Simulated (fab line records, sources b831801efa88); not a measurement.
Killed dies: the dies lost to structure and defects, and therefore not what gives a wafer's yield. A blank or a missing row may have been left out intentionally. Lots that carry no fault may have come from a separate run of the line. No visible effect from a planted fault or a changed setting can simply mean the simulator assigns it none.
What tool caused it? | flow gf180mcu | 12 lots, 34 wafers sampled, at 6 steps of a route of 602

WHAT THE GAUGES SHOWED, per wafer
GF_CONTACT_CD_MEAS_14: the cd target is 220 nm.
lot  | measured     | on        | cd-nm (nm)
L258 | day 16 08:13 | cd-sem-02 | 218.9 218.3 218.7
L259 | day 16 20:46 | cd-sem-02 | 218.9 219.3 219.3
L260 | day 17 10:51 | cd-sem-02 | 220.5 219.3 219.8
L261 | day 17 19:32 | cd-sem-01 | 219.3 219.0 219.1
L264 | day 18 17:36 | cd-sem-02 | 217.8 217.4 217.2
L267 | day 19 23:14 | cd-sem-01 | 219.7 221.2 219.0
L268 | day 20 13:39 | cd-sem-02 | 221.7 221.9 222.6
L269 | day 20 23:06 | cd-sem-01 | 220.4 220.3 217.9
L270 | day 21 02:09 | cd-sem-02 | 220.1 220.8 220.1
L272 | day 21 16:10 | cd-sem-02 | 218.3 218.6
L274 | day 22 05:32 | cd-sem-02 | 219.1 220.5
L279 | day 24 00:22 | cd-sem-01 | 222.3 221.2 222.5

GF_CONTACT_RS_MEAS_25: measures by four-point-probe.
lot  | measured     | on            | CONTACT_W_RS (ohm/sq)
L258 | day 16 09:02 | film-metro-03 | 0.386 0.386 0.385
L259 | day 16 21:35 | film-metro-04 | 0.379 0.376 0.378
L260 | day 17 11:41 | film-metro-01 | 0.387 0.381 0.380
L261 | day 17 20:22 | film-metro-03 | 0.385 0.381 0.384
L264 | day 18 18:26 | film-metro-03 | 0.374 0.380 0.386
L267 | day 20 00:04 | film-metro-03 | 0.370 0.376 0.371
L268 | day 20 14:28 | film-metro-01 | 0.377 0.377 0.380
L269 | day 20 23:56 | film-metro-01 | 0.385 0.384 0.385
L270 | day 21 02:59 | film-metro-04 | 0.374 0.371 0.499
L272 | day 21 17:04 | film-metro-04 | 0.501 0.501
L274 | day 22 06:21 | film-metro-04 | 0.503 0.380
L279 | day 24 01:11 | film-metro-04 | 0.390 0.368 0.394

GF_CONTACT_THK_MEAS_26: measures by xrf.
lot  | measured     | on            | CONTACT_W_THK (nm)
L258 | day 16 09:08 | film-metro-03 | 303 300 302
L259 | day 16 21:43 | film-metro-04 | 308 310 310
L260 | day 17 11:49 | film-metro-01 | 307 313 314
L261 | day 17 20:29 | film-metro-03 | 308 310 308
L264 | day 18 18:32 | film-metro-03 | 314 308 305
L267 | day 20 00:10 | film-metro-03 | 320 314 319
L268 | day 20 14:35 | film-metro-01 | 315 318 316
L269 | day 21 00:03 | film-metro-01 | 310 309 307
L270 | day 21 03:06 | film-metro-04 | 313 315 235
L272 | day 21 17:10 | film-metro-04 | 232 234
L274 | day 22 06:26 | film-metro-04 | 231 304
L279 | day 24 01:16 | film-metro-04 | 299 314 294

EACH LOT AND THE TOOL THAT RAN IT (in order: tool; ch and the chambers of the sampled wafers; start)
lot  | GF_SALICIDE_SPUTTER_03       | GF_CONTACT_STRIP_18                  | GF_CONTACT_CVD_24
L258 | pvd-sputter-03, day 15 08:44 | plasma-asher-04 ch 0,1, day 16 08:32 | cvd-w-01 ch 0,1, day 16 08:56
L259 | pvd-sputter-03, day 15 21:53 | plasma-asher-02 ch 0,1, day 16 21:05 | cvd-w-02 ch 1, day 16 21:29
L260 | pvd-sputter-03, day 16 11:05 | plasma-asher-03 ch 0,1, day 17 11:10 | cvd-w-01 ch 0,1, day 17 11:35
L261 | pvd-sputter-01, day 16 19:33 | plasma-asher-02 ch 0,1, day 17 19:50 | cvd-w-01 ch 0,1, day 17 20:15
L264 | pvd-sputter-03, day 17 17:01 | plasma-asher-04 ch 0,1, day 18 17:53 | cvd-w-02 ch 0,1, day 18 18:19
L267 | pvd-sputter-01, day 18 22:09 | plasma-asher-02 ch 0,1, day 19 23:33 | cvd-w-02 ch 0,1, day 19 23:58
L268 | pvd-sputter-03, day 19 12:23 | plasma-asher-02 ch 0,1, day 20 13:58 | cvd-w-02 ch 0,1, day 20 14:22
L269 | pvd-sputter-01, day 19 22:30 | plasma-asher-02 ch 0,1, day 20 23:25 | cvd-w-01 ch 0,1, day 20 23:50
L270 | pvd-sputter-01, day 20 01:25 | plasma-asher-02 ch 1, day 21 02:28   | cvd-w-02 ch 0,1, day 21 02:53
L272 | pvd-sputter-03, day 20 15:30 | plasma-asher-04 ch 0, day 21 16:28   | cvd-w-02 ch 0,1, day 21 16:57
L274 | pvd-sputter-01, day 21 05:12 | plasma-asher-02 ch 0,1, day 22 05:50 | cvd-w-02 ch 0,1, day 22 06:14
L279 | pvd-sputter-02, day 23 00:29 | plasma-asher-03 ch 0,1, day 24 00:40 | cvd-w-01 ch 0,1, day 24 01:03
- GF_SALICIDE_SPUTTER_03: material TiN, target thk 20 nm, time 16.7 s.
- GF_CONTACT_STRIP_18: strips in O2/N2.
- GF_CONTACT_CVD_24: deposits W, target thk 300 nm, time 90.339 s.

AS READ BY THE TOOLS THEMSELVES (means over the sampled wafers that have a number; for cases with no such wafer, the mark the record gives instead)
GF_SALICIDE_SPUTTER_03.
lot  | tool           | throttle-valve-pct (%)
L258 | pvd-sputter-03 | 30.8
L259 | pvd-sputter-03 | 30.5
L260 | pvd-sputter-03 | 30.6
L261 | pvd-sputter-01 | 29.1
L264 | pvd-sputter-03 | 30.8
L267 | pvd-sputter-01 | 28.7
L268 | pvd-sputter-03 | 30.6
L269 | pvd-sputter-01 | 28.7
L270 | pvd-sputter-01 | 28.6
L272 | pvd-sputter-03 | 30.6
L274 | pvd-sputter-01 | 29.6
L279 | pvd-sputter-02 | 30.6

GF_CONTACT_STRIP_18.
lot  | tool            | drypump-motor-current-A (A) | heater-power-w (W) | n2-flow-sccm (sccm) | oes-product-au (a.u.)
L258 | plasma-asher-04 | 5.4                         | 308                | 300.4               | 0.585
L259 | plasma-asher-02 | 5.7                         | 345                | 299.6               | 0.580
L260 | plasma-asher-03 | 5.9                         | 341                | 300.7               | 0.580
L261 | plasma-asher-02 | 5.7                         | 348                | 299.4               | 0.578
L264 | plasma-asher-04 | 5.4                         | 307                | 301.4               | 0.578
L267 | plasma-asher-02 | 6.2                         | 340                | 300.0               | 0.581
L268 | plasma-asher-02 | 6.2                         | 340                | 299.6               | 0.583
L269 | plasma-asher-02 | 5.7                         | 340                | 300.2               | 0.581
L270 | plasma-asher-02 | 6.7                         | 337                | 301.4               | 0.579
L272 | plasma-asher-04 | 4.7                         | 328                | 299.5               | 0.580
L274 | plasma-asher-02 | 6.0                         | 343                | 300.6               | 0.585
L279 | plasma-asher-03 | 6.0                         | 344                | 299.3               | 0.577

GF_CONTACT_CVD_24.
lot  | tool     | heater-power-w (W)
L258 | cvd-w-01 | 892
L259 | cvd-w-02 | 1021
L260 | cvd-w-01 | 939
L261 | cvd-w-01 | 945
L264 | cvd-w-02 | 916
L267 | cvd-w-02 | 907
L268 | cvd-w-02 | 918
L269 | cvd-w-01 | 938
L270 | cvd-w-02 | 905
L272 | cvd-w-02 | 910
L274 | cvd-w-02 | 891
L279 | cvd-w-01 | 902

THE ANSWER, worked out from the rows above alone
Rule: the lots themselves supply what counts as usual. Put in order of their means at a reading, lots are off if they are a third of the lots or fewer, leave a main group of 4 or more, and stand apart from it by a gap of 3 or more times the standard deviation of the main group's means; of several such gaps the widest counts. Not used: any main group whose means are identical at the precision the tables above print for the reading. Also off: a lot with no number at a reading for which 4 or more lots have one. All remaining lots with rows at the step are treated as sound. First the gauges in route order, then the tools' own readings, where a lot's mean is used as printed above. At the first step where some lot is off, the reading lying furthest off is the one used; lots without a number count as furthest.
Off: L270, L272, L274, at GF_CONTACT_RS_MEAS_25 (CONTACT_W_RS). For the main group the mean is 0.381 ohm/sq and the standard deviation 0.0041.
If a tool, at a process step before that reading, ran all the lots that are off and no sound lot after the first of them, it fits. Gauges at GF_CONTACT_RS_MEAS_25: tried the same way as those tools. One candidate fits, namely cvd-w-02 at GF_CONTACT_CVD_24. A fault onset in the window from L268 (day 20 14:22, its last sound lot) to L270 (day 21 02:53, its first lot off) fits.

WHAT THE SIMULATOR PUT IN
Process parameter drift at GF_CONTACT_CVD_24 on cvd-w-02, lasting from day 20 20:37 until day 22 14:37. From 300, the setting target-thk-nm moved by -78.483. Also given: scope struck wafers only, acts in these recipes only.
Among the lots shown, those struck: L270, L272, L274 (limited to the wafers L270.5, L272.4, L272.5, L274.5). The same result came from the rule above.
